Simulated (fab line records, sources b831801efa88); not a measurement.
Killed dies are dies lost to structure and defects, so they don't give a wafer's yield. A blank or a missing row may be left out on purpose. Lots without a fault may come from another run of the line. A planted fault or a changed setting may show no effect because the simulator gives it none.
Which tool did it? | flow gf180mcu | 7 lots, 21 wafers sampled, at 3 steps of a route of 602

WHAT THE GAUGES READ, wafer by wafer
GF_V4_OVL_MEAS_15.
lot  | measured     | on         | V4_OVL (nm)
L545 | day 25 11:38 | overlay-02 | 1 -5 7
L548 | day 26 10:03 | overlay-02 | 0 -1 9
L550 | day 27 05:23 | overlay-02 | -7 2 -7
L552 | day 27 19:09 | overlay-02 | - - -
L556 | day 28 23:29 | overlay-01 | 3 1 15
L560 | day 30 01:54 | overlay-01 | 6 7 10
L563 | day 30 15:56 | overlay-01 | 2 9 5

WHICH TOOL RAN EACH LOT (tool, then ch and the chambers of the sampled wafers, then the start)
lot  | GF_M4_SPUTTER_01             | GF_V4_PEB_12
L545 | pvd_sputter-04, day 23 14:40 | litho_track-04 ch 0, day 25 11:10
L548 | pvd_sputter-03, day 24 14:23 | litho_track-01 ch 0, day 26 09:36
L550 | pvd_sputter-03, day 25 09:46 | litho_track-03 ch 0, day 27 04:59
L552 | pvd_sputter-04, day 26 00:34 | litho_track-01, day 27 18:44
L556 | pvd_sputter-02, day 27 06:40 | litho_track-03 ch 0, day 28 23:01
L560 | pvd_sputter-02, day 28 09:28 | litho_track-04 ch 0, day 30 01:28
L563 | pvd_sputter-03, day 29 01:13 | litho_track-01 ch 0, day 30 15:28
- GF_M4_SPUTTER_01: material TiN, target thk 30 nm, time 25 s.
- GF_V4_PEB_12: peb time 90 s.

THE ANSWER, worked out from the rows above alone
Rule: what is usual is taken from the lots themselves. Put in order of their means at a reading, lots are off if they are a third of the lots or fewer, leave a main group of 4 or more, and stand apart from it by a gap of 3 or more times the standard deviation of the main group's means; of several such gaps the widest counts. A main group whose means are all the same, to the digits that the tables above print for the reading, isn't used. A lot without any number at a reading at which 4 lots or more have one is off too. The other lots that the step has rows for count as sound.
Off: L552, at GF_V4_OVL_MEAS_15 (V4_OVL). Without a number there: L552. The main group: mean 3 nm, standard deviation 3.9.
A tool fits if, at a process step before that reading, it ran every lot that is off, and no sound lot after the first of them. The gauges at GF_V4_OVL_MEAS_15 are tried like those tools. Can't be told from this: 2 tools fit, pvd_sputter-04 at GF_M4_SPUTTER_01, overlay-02 at GF_V4_OVL_MEAS_15.

WHAT THE SIMULATOR HAD PUT IN
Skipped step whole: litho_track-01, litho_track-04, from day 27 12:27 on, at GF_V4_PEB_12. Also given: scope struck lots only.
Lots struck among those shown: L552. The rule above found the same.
